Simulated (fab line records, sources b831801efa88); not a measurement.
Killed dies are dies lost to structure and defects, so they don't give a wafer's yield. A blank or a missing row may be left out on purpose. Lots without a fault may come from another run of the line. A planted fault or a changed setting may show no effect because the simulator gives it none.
Tool commonality check | flow gf180mcu | 11 lots, 39 wafers sampled

WHY IT WAS OPENED
At GF_STI_THK_MEAS_04 the reading STI_CVD_03_THK is flagged on 2 of 11 lots. Wafers without a fault read 206.8 nm, standard deviation 1.9.
Rule: a lot is flagged when every wafer of it that has a number lies more than 4 standard deviations from that mean, or none has a number. The other lots count as sound.

lot  | measured    | on            | STI_CVD_03_THK (nm), wafer by wafer | flag
L844 | day 1 18:34 | film_metro-04 | 209.5 206.0 208.1                   |
L845 | day 1 23:34 | film_metro-03 | 211.9 211.7 211.9                   |
L846 | day 2 04:35 | film_metro-04 | 207.5 209.5 208.7                   |
L849 | day 2 19:50 | film_metro-04 | 204.4 204.8 204.6                   |
L855 | day 4 01:35 | film_metro-03 | 207.0 207.4 208.3                   |
L857 | day 4 13:26 | film_metro-04 | 207.4 205.5 207.4                   |
L861 | day 5 07:35 | film_metro-04 | 243.9 243.8 240.2 243.7 243.9 240.4 | FLAGGED
L862 | day 5 13:11 | film_metro-04 | 217.5 227.7 231.4 217.5 227.6 231.4 | FLAGGED
L864 | day 5 23:11 | film_metro-04 | 208.5 209.7 209.5                   |
L865 | day 6 04:44 | film_metro-02 | 206.8 206.0 204.9                   |
L866 | day 6 09:13 | film_metro-04 | 207.1 206.1 205.1                   |
The numbers of the flagged lots are 234.1 nm on average: +27.3 nm against the usual, or +14 standard deviations.

WHICH TOOL RAN EACH LOT
The record holds 1 process step before the reading, out of a route of 602 steps. In each cell: the tool, then ch and the chambers that the sampled wafers went through, then the start.
lot  | flag    | GF_STI_CVD_03
L844 |         | lpcvd-02 ch 1, day 1 16:34
L845 |         | lpcvd-01 ch 0, day 1 21:34
L846 |         | lpcvd-01 ch 1, day 2 02:34
L849 |         | lpcvd-02 ch 1, day 2 17:51
L855 |         | lpcvd-02 ch 0, day 3 23:34
L857 |         | lpcvd-01 ch 0, day 4 11:26
L861 | FLAGGED | lpcvd-02 ch 1, day 5 05:34
L862 | FLAGGED | lpcvd-02 ch 1, day 5 11:11
L864 |         | lpcvd-01 ch 0, day 5 21:10
L865 |         | lpcvd-01 ch 0, day 6 02:44
L866 |         | lpcvd-01 ch 0, day 6 07:12
What these steps do:
- GF_STI_CVD_03: deposits Si3N4 from DCS/NH3, target thk 207.16 nm, time 3551 s.
- GF_STI_THK_MEAS_04

FLAGGED OVER TOTAL, TOOL BY TOOL (the gauges that took the reading come last)
step               | tool          | lots run | flagged | share of the flagged lots | sound lots run after its first flagged lot
GF_STI_CVD_03      | lpcvd-01      | 6        | 0       | none                      | -
GF_STI_CVD_03      | lpcvd-02      | 5        | 2       | all                       | 0
GF_STI_THK_MEAS_04 | film_metro-02 | 1        | 0       | none                      | -
GF_STI_THK_MEAS_04 | film_metro-03 | 2        | 0       | none                      | -
GF_STI_THK_MEAS_04 | film_metro-04 | 8        | 2       | all                       | 2 (L864,L866)

WHAT THE TABLE ALLOWS
2 rows of the table ran every flagged lot: lpcvd-02 at GF_STI_CVD_03, film_metro-04 at GF_STI_THK_MEAS_04.
- lpcvd-02 at GF_STI_CVD_03: 2 of its 5 lots flagged. Its last sound lot is L855 (day 3 23:34), its first flagged lot L861 (day 5 05:34): a fault that began between those two fits. Its own readings lie more than 4 standard deviations out on every wafer of the flagged lots: spike_tc_centre_C, zone_power_centre_pct.
- film_metro-04 at GF_STI_THK_MEAS_04: 2 of its 8 lots flagged. Sound lots ran on it after the first flagged one (L864, L866), which a lasting fault on the whole tool wouldn't allow.
One tool is left: lpcvd-02 at GF_STI_CVD_03.

WHAT THE SIMULATOR HAD PUT IN
Process parameter drift: lpcvd-02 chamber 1, from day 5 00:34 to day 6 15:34, at GF_STI_CVD_03. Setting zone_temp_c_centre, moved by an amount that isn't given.
Lots struck among those shown: L861, L862. The rule above found the same.
